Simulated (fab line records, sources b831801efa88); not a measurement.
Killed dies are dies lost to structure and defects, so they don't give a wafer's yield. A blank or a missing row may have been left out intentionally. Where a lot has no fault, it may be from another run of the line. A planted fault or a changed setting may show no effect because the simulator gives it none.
fab line records	flow sky130
record: lots: 11	wafers: 33	lastDay: 50
route steps=708 shown FIELD_ISO@3 DNWELL@43 NWELL@73 PAD_OPEN@708
lots that met no fault: taken from a fault-free run of the same line
startH: hours from the record's opening day to when the first of the lot's shown wafers began	waitH: hours from the lot's prior step to this one	" as in the row above	L1.1+2: one row covering several wafers at once	- either no value or no given start	* or withheld: withheld	< > ~ a bound
route shown NAME@n: a module of which the file shows steps, and the number in the route of the first	usual: average and standard deviation across the fault-free wafers	same: alike in all rows	chamber/n: place in a boat	sites: the reading at each site	_std_site: the standard deviation of these	_edge_site: mean of outer sites minus mean of inner sites	radiusMm: for every site, how far away it sits from the centre of the wafer	mask NAME#n: copy n	behind: the tool/chamber that last shaped the wafer	hold: reason for holding the lot/hours on hold/outcome of the hold	device: which transistor (n, p or np) failed to switch	end of line: the same wafers' tests at the end of the route	a step with no rows: only its recipe	killed: at the first sort, the dies lost to defects and structure; wafer yield is something else	map: dies across one wafer; x = killed, . = not, _ = none there
set.NAME: the setting the step ran with; set.NAME@STEP: the setting that earlier step ran with	model.NAME: the simulator's own value behind a step, which no gauge read
one table for each step of the route and one row for each wafer, over a sample of lots
services: from which hour (startH, from the record's first day; less than 0 if before it) a tool's chamber was out of use, for how many hours, and why
== steps ==
step: SKY_FIELD_ISO_THK_MEAS_02
recipe: reads: SiO2_of_FIELD_ISO_OXIDATION_01
usual: FIELD_ISO_OXIDATION_00_THK: 11.97/0.19
lot.wafer	tool	chamber	startH	waitH	FIELD_ISO_OXIDATION_00_THK[nm]
L101.1	filmMetro-02	-	11.63	0.0	12.38
L101.3	"	-	"	"	12.31
L101.6	"	-	"	"	12.40
L102.1	filmMetro-01	-	17.36	0.0	11.93
L102.4	"	-	"	"	11.83
L102.5	"	-	"	"	11.90
L103.1	filmMetro-02	-	21.63	0.0	12.03
L103.2	"	-	"	"	11.86
L103.4	"	-	"	"	12.02
L109.3	filmMetro-01	-	51.92	0.0	11.93
L109.5	"	-	"	"	12.10
L109.6	"	-	"	"	11.99
L112.2	filmMetro-02	-	66.64	0.0	12.05
L112.3	"	-	"	"	12.12
L112.5	"	-	"	"	12.10
L113.1	filmMetro-02	-	71.87	0.0	11.83
L113.3	"	-	"	"	11.98
L113.4	"	-	"	"	11.92
L115.1	filmMetro-02	-	83.87	0.0	12.08
L115.3	"	-	"	"	12.28
L115.6	"	-	"	"	12.30
L117.2	filmMetro-04	-	91.64	0.0	12.09
L117.3	"	-	"	"	11.95
L117.5	"	-	"	"	12.15
L119.1	filmMetro-01	-	101.63	0.0	12.19
L119.4	"	-	"	"	12.05
L119.5	"	-	"	"	12.19
L121.1	filmMetro-02	-	113.56	0.0	11.59
L121.4	"	-	"	"	11.64
L121.5	"	-	"	"	11.39
L124.1	filmMetro-02	-	126.92	0.0	11.74
L124.4	"	-	"	"	11.88
L124.5	"	-	"	"	11.80
step: SKY_DNWELL_STRIP_08
recipe: chemistry: O2/N2	powerW: 1400	pressureMtorr: 1500	platenTempC: withheld	o2FlowSccm: 3000	n2FlowSccm: 300	overashFraction: 0.5
usual: drypumpMotorCurrentA: 5.8/0.56	n2FlowSccm: 299.9/0.87	o2FlowSccm: 3000/10	oesProductAu: 0.722/0.0046	stripTimeToEndpointS: 36.88/0.11
lot.wafer	tool	chamber	startH	waitH	drypumpMotorCurrentA	n2FlowSccm	o2FlowSccm	oesProductAu	rfHoursCounterH	stripTimeToEndpointS
L101.1	plasmaAsher-02	0	55.70	0.1	4.9	299.0	3019	0.729	25	36.88
L101.3	"	0	"	"	5.0	299.1	3009	0.721	-	36.85
L101.6	"	1	"	"	6.2	299.6	2996	0.721	-	36.72
L102.1	plasmaAsher-04	1	60.60	0.1	5.5	300.4	3010	0.721	42	36.77
L102.4	"	1	"	"	5.5	300.9	2997	0.722	-	36.81
L102.5	"	0	"	"	6.6	298.1	3008	0.720	-	36.83
L103.1	plasmaAsher-04	1	64.31	0.1	5.5	300.8	3008	0.726	42	36.86
L103.2	"	0	"	"	6.6	300.4	2998	0.710	42	36.76
L103.4	"	0	"	"	6.6	299.5	2987	0.720	-	36.79
L109.3	plasmaAsher-02	1	93.31	0.1	6.2	300.9	3008	0.726	-	36.61
L109.5	"	1	"	"	6.1	299.5	3012	0.722	-	36.83
L109.6	"	0	"	"	4.9	299.6	3003	0.728	-	36.76
L112.2	plasmaAsher-02	0	109.55	0.1	5.0	300.0	2998	0.728	30	36.83
L112.3	"	1	"	"	6.2	301.0	2986	0.722	-	36.78
L112.5	"	0	"	"	4.9	300.4	2992	0.723	-	36.77
L113.1	plasmaAsher-01	0	114.90	0.1	6.1	298.5	2995	0.720	45	37.01
L113.3	"	0	"	"	6.1	299.4	3009	0.715	-	36.97
L113.4	"	1	"	"	5.7	300.8	3001	0.719	-	36.98
L115.1	plasmaAsher-02	0	128.63	0.1	4.9	301.1	3005	0.721	33	36.94
L115.3	"	0	"	"	4.9	299.5	3008	0.721	-	37.11
L115.6	"	1	"	"	6.2	300.6	2996	0.727	-	36.95
L117.2	plasmaAsher-04	1	139.90	0.1	5.5	299.8	2988	0.719	2	36.99
L117.3	"	1	"	"	5.5	300.8	2979	0.718	-	36.85
L117.5	"	0	"	"	6.6	302.3	2994	0.716	-	36.94
L119.1	plasmaAsher-01	1	152.06	0.1	5.7	301.1	2995	0.718	48	36.94
L119.4	"	1	"	"	5.7	301.5	2980	0.731	-	36.91
L119.5	"	0	"	"	6.1	298.6	3016	0.721	-	36.88
L121.1	plasmaAsher-02	1	162.25	0.1	6.1	299.1	2997	0.719	36	37.00
L121.4	"	1	"	"	6.1	300.1	2991	0.725	-	37.02
L121.5	"	0	"	"	4.9	299.3	2989	0.731	-	37.06
L124.1	plasmaAsher-01	1	175.80	0.1	5.7	301.1	3015	0.717	50	36.92
L124.4	"	1	"	"	5.7	300.5	3002	0.719	-	36.83
L124.5	"	0	"	"	6.1	301.3	2988	0.729	-	37.00
step: SKY_DNWELL_TW_MEAS_09
usual: DNWELL_TW: 1110/6.9
lot.wafer	tool	chamber	startH	waitH	DNWELL_TW
L101.1	filmMetro-03	-	55.80	0.1	1106
L101.3	"	-	"	"	1105
L101.6	"	-	"	"	1113
L102.1	filmMetro-03	-	60.70	0.1	1106
L102.4	"	-	"	"	1099
L102.5	"	-	"	"	1112
L103.1	filmMetro-04	-	64.41	0.1	1117
L103.2	"	-	"	"	1123
L103.4	"	-	"	"	1118
L109.3	filmMetro-04	-	93.40	0.1	1117
L109.5	"	-	"	"	1122
L109.6	"	-	"	"	1116
L112.2	filmMetro-03	-	109.66	0.1	1101
L112.3	"	-	"	"	1105
L112.5	"	-	"	"	1105
L113.1	filmMetro-03	-	115.00	0.1	1105
L113.3	"	-	"	"	1105
L113.4	"	-	"	"	1103
L115.1	filmMetro-04	-	128.73	0.1	1124
L115.3	"	-	"	"	1123
L115.6	"	-	"	"	1124
L117.2	filmMetro-04	-	140.01	0.1	1119
L117.3	"	-	"	"	1113
L117.5	"	-	"	"	1108
L119.1	filmMetro-04	-	152.16	0.1	1122
L119.4	"	-	"	"	1113
L119.5	"	-	"	"	1117
L121.1	filmMetro-01	-	162.35	0.1	1102
L121.4	"	-	"	"	1102
L121.5	"	-	"	"	1096
L124.1	filmMetro-01	-	175.90	0.1	1106
L124.4	"	-	"	"	1106
L124.5	"	-	"	"	1102
step: SKY_NWELL_EXPOSE_20
recipe: maskId: NWM_COMPLEMENT	na: 0.6	sourceShape: conventional	sigmaOuter: 0.6	polarization: unpolarized	targetCdNm: 840	doseMj: 260
usual: stageVelMmS: 500.03/0.25
lot.wafer	tool	chamber	startH	waitH	mask	stageVelMmS
L101.1	ilineStepper-02	0	98.46	-	NWM_COMPLEMENT#0	499.68
L101.3	"	0	"	"	NWM_COMPLEMENT#0	499.87
L101.6	"	0	"	"	NWM_COMPLEMENT#0	500.01
L102.1	ilineStepper-02	0	104.19	-	NWM_COMPLEMENT#0	499.94
L102.4	"	0	"	"	NWM_COMPLEMENT#0	500.23
L102.5	"	0	"	"	NWM_COMPLEMENT#0	499.93
L103.1	ilineStepper-02	0	106.22	-	NWM_COMPLEMENT#0	500.34
L103.2	"	0	"	"	NWM_COMPLEMENT#0	499.72
L103.4	"	0	"	"	NWM_COMPLEMENT#0	500.71
L109.3	ilineStepper-02	0	139.57	-	NWM_COMPLEMENT#0	500.17
L109.5	"	0	"	"	NWM_COMPLEMENT#0	500.20
L109.6	"	0	"	"	NWM_COMPLEMENT#0	499.98
L112.2	ilineStepper-02	0	156.48	-	NWM_COMPLEMENT#0	499.67
L112.3	"	0	"	"	NWM_COMPLEMENT#0	500.00
L112.5	"	0	"	"	NWM_COMPLEMENT#0	500.08
L113.1	ilineStepper-01	0	163.38	-	NWM_COMPLEMENT#0	500.48
L113.3	"	0	"	"	NWM_COMPLEMENT#0	499.94
L113.4	"	0	"	"	NWM_COMPLEMENT#0	499.90
L115.1	ilineStepper-01	0	178.83	-	NWM_COMPLEMENT#0	500.18
L115.3	"	0	"	"	NWM_COMPLEMENT#0	499.97
L115.6	"	0	"	"	NWM_COMPLEMENT#0	500.15
L117.2	ilineStepper-01	0	191.55	-	NWM_COMPLEMENT#0	499.95
L117.3	"	0	"	"	NWM_COMPLEMENT#0	500.15
L117.5	"	0	"	"	NWM_COMPLEMENT#0	500.32
L119.1	ilineStepper-01	0	205.61	-	NWM_COMPLEMENT#0	500.24
L119.4	"	0	"	"	NWM_COMPLEMENT#0	500.01
L119.5	"	0	"	"	NWM_COMPLEMENT#0	500.02
L121.1	ilineStepper-01	0	216.43	-	NWM_COMPLEMENT#0	499.89
L121.4	"	0	"	"	NWM_COMPLEMENT#0	499.82
L121.5	"	0	"	"	NWM_COMPLEMENT#0	499.77
L124.1	ilineStepper-01	0	231.51	-	NWM_COMPLEMENT#0	500.22
L124.4	"	0	"	"	NWM_COMPLEMENT#0	500.22
L124.5	"	0	"	"	NWM_COMPLEMENT#0	499.95
step: SKY_NWELL_OVL_MEAS_23
usual: NWELL_01_OVL: 0.4/1.1
lot.wafer	tool	chamber	startH	waitH	NWELL_01_OVL[nm]
L101.1	overlay-01	-	107.11	-	1.7
L101.3	"	-	"	"	-0.4
L101.6	"	-	"	"	1.5
L102.1	overlay-02	-	112.86	-	0.5
L102.4	"	-	"	"	1.4
L102.5	"	-	"	"	0.9
L103.1	overlay-02	-	115.06	-	1.1
L103.2	"	-	"	"	1.9
L103.4	"	-	"	"	1.9
L109.3	overlay-01	-	148.67	-	204.6
L109.5	"	-	"	"	205.5
L109.6	"	-	"	"	204.3
L112.2	overlay-02	-	165.96	-	205.6
L112.3	"	-	"	"	206.3
L112.5	"	-	"	"	205.5
L113.1	overlay-02	-	173.20	-	0.4
L113.3	"	-	"	"	0.0
L113.4	"	-	"	"	0.9
L115.1	overlay-01	-	189.16	-	0.4
L115.3	"	-	"	"	-0.3
L115.6	"	-	"	"	-1.3
L117.2	overlay-01	-	202.91	-	0.0
L117.3	"	-	"	"	0.4
L117.5	"	-	"	"	1.4
L119.1	overlay-02	-	216.55	-	0.9
L119.4	"	-	"	"	2.5
L119.5	"	-	"	"	-0.6
L121.1	overlay-01	-	228.36	-	-0.4
L121.4	"	-	"	"	1.3
L121.5	"	-	"	"	1.8
L124.1	overlay-01	-	242.20	-	1.3
L124.4	"	-	"	"	-1.2
L124.5	"	-	"	"	0.0
step: SKY_PAD_OPEN_PROBE_99
usual: killed_at_M0_to_M3: 43/6.7	killed_at_M4_up: 3.1/1.9	killedAtContacts: 25/5	killedAtFrontEnd: 15/4	killedAtOther: 0.4/0.69	killedDies: 87/9.2	killedOnRim: 17/3.6	killedOpen: 46/7.1	killedShort: 40/6.8
same: grossDies: 492	killedAtBackSide: 0
lot.wafer	tool	chamber	startH	waitH	killed_at_M0_to_M3	killed_at_M4_up	killedAtContacts	killedAtFrontEnd	killedAtOther	killedDies	killedOnRim	killedOpen	killedShort
L109.3	prober-01	-	1127.06	0.2	39	4	26	44	0	113	24	58	33
L109.5	prober-01	-	1127.16	0.2	33	6	19	29	0	87	17	43	29
L109.6	prober-01	-	1127.21	0.2	40	4	26	34	0	104	21	52	36
L112.2	prober-02	-	1142.97	0.1	36	4	26	32	0	98	15	37	48
L112.3	prober-02	-	1143.02	0.2	36	3	12	37	1	89	16	29	34
L112.5	prober-02	-	1143.12	0.2	44	2	27	32	0	105	19	48	44
L113.1	prober-01	-	1152.48	0.1	44	4	24	12	0	84	17	42	42
L113.3	prober-01	-	1152.58	0.2	48	4	19	14	0	85	16	52	33
L113.4	prober-01	-	1152.63	0.2	36	5	22	9	1	73	13	42	30
killed by level:class
L109.3 NWELL:overlay=22 CONTACT:geometricParticle:open=12 VIA1:geometricParticle:open=12 VIA3:geometricParticle:open=6 FIELD_ISO:geometricParticle:open=5 LI_CONTACT:geometricParticle:open=5 METAL1:geometricParticle:short=5 FIELD_ISO:geometricParticle:short=4
L109.5 NWELL:overlay=14 VIA1:geometricParticle:open=8 CONTACT:geometricParticle:open=8 POLY_GATE:geometricParticle:short=7 VIA2:geometricParticle:open=6 LI_CONTACT:geometricParticle:open=5 VIA3:geometricParticle:open=4 POLY_GATE:geometricParticle:open=3
L109.6 NWELL:overlay=16 VIA1:geometricParticle:open=15 CONTACT:geometricParticle:open=13 METAL1:geometricParticle:short=5 LI_CONTACT:geometricParticle:open=5 FIELD_ISO:geometricParticle:short=4 POLY_GATE:geometricParticle:open=4 LI_CONTACT:geometricParticle:short=4
L112.2 NWELL:overlay=12 CONTACT:geometricParticle:open=9 FIELD_ISO:geometricParticle:short=8 VIA1:geometricParticle:open=6 METAL1:geometricParticle:short=6 LI_CONTACT:geometricParticle:short=5 METAL2:geometricParticle:short=5 CONTACT:geometricParticle:short=5
L112.3 NWELL:overlay=26 VIA2:geometricParticle:open=8 METAL1:geometricParticle:short=7 VIA1:geometricParticle:short=5 LI_CONTACT:geometricParticle:short=5 FIELD_ISO:geometricParticle:short=4 CONTACT:geometricParticle:open=4 VIA1:geometricParticle:open=4
L112.5 NWELL:overlay=13 CONTACT:geometricParticle:open=12 VIA1:geometricParticle:open=9 FIELD_ISO:geometricParticle:short=7 FIELD_ISO:geometricParticle:open=7 VIA2:geometricParticle:open=6 METAL2:geometricParticle:short=5 LOCAL_INTERCONNECT:geometricParticle:short=5
L113.1 LI_CONTACT:geometricParticle:open=10 VIA1:geometricParticle:open=10 METAL2:geometricParticle:short=8 CONTACT:geometricParticle:open=6 VIA3:geometricParticle:open=5 VIA2:geometricParticle:open=5 VIA1:geometricParticle:short=5 FIELD_ISO:geometricParticle:open=4
L113.3 VIA1:geometricParticle:open=15 CONTACT:geometricParticle:open=8 VIA2:geometricParticle:open=7 METAL1:geometricParticle:short=6 FIELD_ISO:geometricParticle:open=5 LI_CONTACT:geometricParticle:open=5 VIA3:geometricParticle:open=5 VIA3:geometricParticle:short=5
L113.4 LI_CONTACT:geometricParticle:open=11 VIA1:geometricParticle:open=9 METAL1:geometricParticle:short=6 VIA3:geometricParticle:open=4 CONTACT:geometricParticle:open=4 VIA2:geometricParticle:short=4 VIA2:geometricParticle:open=4 METAL4:geometricParticle:short=4
== services ==
tool	chamber	startH	hours	kind
ilineStepper-01	-	34.68	6.5	repair
ilineStepper-02	-	74.99	9.9	repair
plasmaAsher-04	-	108.75	9.0	pm
plasmaAsher-04	0	108.75	9.0	ventCycle
plasmaAsher-04	1	108.75	9.0	ventCycle
plasmaAsher-04	0	117.75	-	clean
plasmaAsher-04	1	117.75	-	clean
ilineStepper-02	-	132.06	1.7	pm
plasmaAsher-01	-	137.87	3.3	repair
ilineStepper-02	-	139.80	4.4	pm
ilineStepper-01	-	167.38	1.7	pm
ilineStepper-01	-	194.69	2.1	pm
ilineStepper-01	-	196.78	-	consumableReplace:lamp
ilineStepper-01	0	200.83	-	calibration
ilineStepper-01	-	222.72	6.3	repair
ilineStepper-02	0	225.52	-	calibration
== key ==
firstSign: step: SKY_NWELL_OVL_MEAS_23	reading: NWELL_01_OVL	direction: up	sigmas: 99+	usual: 0.4	struck: 205.3
effect: step: SKY_PAD_OPEN_PROBE_99	reading: killedAtFrontEnd	direction: up	sigmas: 4.9	usual: 15	struck: 35
moreKillsBornAt: SKY_NWELL_EXPOSE_20@ilineStepper-02: 103
metAt SKY_NWELL_EXPOSE_20
struckLots L109,L112
testerLeftOut L109,L112
notActingAt SKY_FIELD_ISO_THK_MEAS_02,SKY_DNWELL_STRIP_08,SKY_DNWELL_TW_MEAS_09
onsetBetween 106.22 139.57
fault: kind: scannerMatchingOverlay	tool: ilineStepper-02	chamber: -	onsetH: 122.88	steps: SKY_NWELL_EXPOSE_20	offset: 204.9
testerLeftOut: of these lots the tester's yield and bins aren't shown, on N5 and GAA mostly nor the transistor test; their killed dies are dies lost to structure and defects alone, not to doping, threshold or leakage, so they don't give the yield
